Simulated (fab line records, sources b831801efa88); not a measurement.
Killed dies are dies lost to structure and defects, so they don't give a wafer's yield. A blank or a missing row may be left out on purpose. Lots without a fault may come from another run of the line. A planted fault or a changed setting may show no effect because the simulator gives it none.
A struck lot beside a sound one | flow sky130 | 26 steps out of a route of 708
Sound: wafers L498.1, L498.5, L498.6. Struck: wafer L499.3. (L499.5, L499.6 of the same lot were not struck and are left out.) The cause comes at the end.
At each step with rows: each side's tool, then ch and its chambers, then its first start. Under that, the readings that differ: sound wafers | struck wafers | difference of the means | sigmas: that difference in standard deviations of wafers without a fault.
alike: readings whose means differ by less than 2 such deviations, and words and numbers that are the same on both sides. not compared: withheld readings, readings that some wafer has no value for, bounds like >300 that may hide the same value, and numbers for which the record gives no deviation and whose values overlap.
The two part at a step that has a row with sigmas, a row that says differs or no value, or rows on one side only. Numbers that don't overlap but have no deviation are shown without sigmas and don't part them. A reading that every wafer of one side lacks parts them only if that side has two wafers or more.

first, 3 steps without rows for these wafers: SKY_CAP2M_EXPOSE_09 (exposes mask CAP2M, target cd 1000 nm); SKY_CAP2M_PEB_10; SKY_CAP2M_DEVELOP_11 (develop time 60 s).
SKY_CAP2M_OVL_MEAS_12:
  sound on overlay-01, day 42 17:10; struck on overlay-01, day 42 23:52
  alike: CAP2M_OVL
SKY_CAP2M_METAL_ETCH_13: etches TiN in Cl2/BCl3, stops on SiO2, target depth 220 nm, time 62.9 s.
  sound on rie_metal-01 ch 1, day 42 17:12; struck on rie_metal-03 ch 0, day 42 23:55
  alike: drypump_motor_current_A, he_backside_leak_sccm, oes_product_au, throttle_valve_pct
  not compared: rf_hours_counter_h
SKY_CAP2M_STRIP_14: strips in O2/N2.
  sound on plasma_asher-04 ch 0,1, day 42 17:21; struck on plasma_asher-04 ch 1, day 43 00:01
  alike: drypump_motor_current_A, oes_product_au, strip_time_to_endpoint_s
  not compared: rf_hours_counter_h
then, 6 steps without rows for these wafers: SKY_CAP2M_STRIP_15 (strips in post etch residue remover, time 1200 s); SKY_CAP2M_CLEAN_16 (cleans in IPA, time 180 s); SKY_CAP2M_CLEAN_17 (cleans in O3/DIW); SKY_METAL4_DEHYDRATE_05 (time 60 s); SKY_METAL4_HMDS_06 (prime time 60 s); SKY_METAL4_COAT_07 (resist thk 60 nm).
SKY_METAL4_COAT_08: resist thk 1140 nm.
  sound on litho_track-01 ch 0, day 43 05:00; struck on litho_track-01 ch 0, day 43 12:00
  reading                                       | sound          | struck | difference | sigmas
  model.KrF-thick_of_METAL4_COAT_08.thk_nm (nm) | 1140 1142 1145 | 1173   | +31        |
  alike: chill_plate_temp_C
then, 4 steps without rows for these wafers: SKY_METAL4_SOFTBAKE_09 (time 90 s); SKY_METAL4_EXPOSE_10 (exposes mask MM4, target cd 300 nm); SKY_METAL4_PEB_11; SKY_METAL4_DEVELOP_12 (develop time 60 s).
SKY_METAL4_CD_MEAS_13: target cd 300 nm.
  sound on cd_sem-02, day 43 17:43; struck on cd_sem-01, day 43 23:59
  alike: cd_nm
SKY_METAL4_OVL_MEAS_14:
  sound on overlay-01, day 43 17:50; struck on overlay-02, day 44 00:04
  alike: METAL4_OVL
SKY_METAL4_DESCUM_15: chemistry O2, time 8 s.
  sound on rie_metal-01 ch 0,1, day 43 17:52; struck on rie_metal-01 ch 1, day 44 00:06
  alike: drypump_motor_current_A, he_backside_leak_sccm, oes_product_au
  not compared: rf_hours_counter_h
SKY_METAL4_ETCH_16: etches BARC in N2/H2, stops on SiO2, time 88.2 s, target depth 60 nm.
  sound on rie_metal-01 ch 0,1, day 43 17:54; struck on rie_metal-01 ch 1, day 44 00:10
  alike: drypump_motor_current_A, he_backside_leak_sccm, oes_product_au, throttle_valve_pct
  not compared: rf_hours_counter_h
SKY_METAL4_ETCH_17: etches SiO2 in C4F8/O2/Ar, stops on TiN, time 3.9 s, target depth 15 nm.
  sound on rie_diel-04 ch 0,1,3, day 43 18:00; struck on rie_diel-04 ch 3, day 44 00:13
  alike: oes_product_au
  not compared: rf_hours_counter_h
SKY_METAL4_METAL_ETCH_18: etches the open film in Cl2/BCl3, stops on SiO2, target depth 845 nm, time 183.1 s.
  sound on rie_metal-02 ch 0,1, day 43 18:01; struck on rie_metal-04 ch 0, day 44 00:18
  reading                                       | sound             | struck | difference | sigmas
  oes_product_au (a.u.)                         | 0.858 0.858 0.867 | 0.874  | +0.013     | +2
  model.KrF-thick_of_METAL4_COAT_08.thk_nm (nm) | 514 519.9 524.3   | 548.2  | +28.8      |
  alike: drypump_motor_current_A, he_backside_leak_sccm, throttle_valve_pct
  not compared: rf_hours_counter_h
SKY_METAL4_STRIP_19: strips in O2/N2.
  sound on plasma_asher-01 ch 0,1, day 43 18:12; struck on plasma_asher-04 ch 0, day 44 00:27
  reading                      | sound          | struck | difference | sigmas
  strip_time_to_endpoint_s (s) | 6.42 6.45 6.51 | 6.74   | +0.28      | +4
  alike: drypump_motor_current_A, oes_product_au
  not compared: rf_hours_counter_h
then, 1 step without rows for these wafers: SKY_METAL4_STRIP_20 (strips in post etch residue remover, time 1200 s).
-- the record jumps here: 4 days lie between the struck wafers' starts before and after (it left off in module METAL4 and takes up again in module PAD_OPEN, whose first step shown is number 708 of the route) --
SKY_PAD_OPEN_PROBE_99:
  sound on prober-01, day 47 13:14; struck on prober-02, day 47 17:56
  reading                  | sound          | struck | difference | sigmas
  defect_limited_yield (%) | 83.5 84.3 84.6 | 80.1   | -4.0       | -2
  killed_at_M0_to_M3       | 39 31 34       | 54     | +19        | +3
  killed_dies              | 81 77 76       | 98     | +20        | +2
  killed_short             | 36 32 26       | 50     | +19        | +3
  sort_n_pass              | 411 415 416    | 394    | -20        | -2
  sort_yield_pct (%)       | 83.5 84.3 84.6 | 80.1   | -4.0       | -2
  alike: killed_at_M4_up, killed_at_contacts, killed_at_front_end, killed_at_other, killed_open, sort_bin_3_pad_short, sort_bin_5_function, sort_bin_6_memory

WHERE THEY PART
First at SKY_METAL4_METAL_ETCH_18; last, within this record, at SKY_PAD_OPEN_PROBE_99.

WHY: what the simulator had put in
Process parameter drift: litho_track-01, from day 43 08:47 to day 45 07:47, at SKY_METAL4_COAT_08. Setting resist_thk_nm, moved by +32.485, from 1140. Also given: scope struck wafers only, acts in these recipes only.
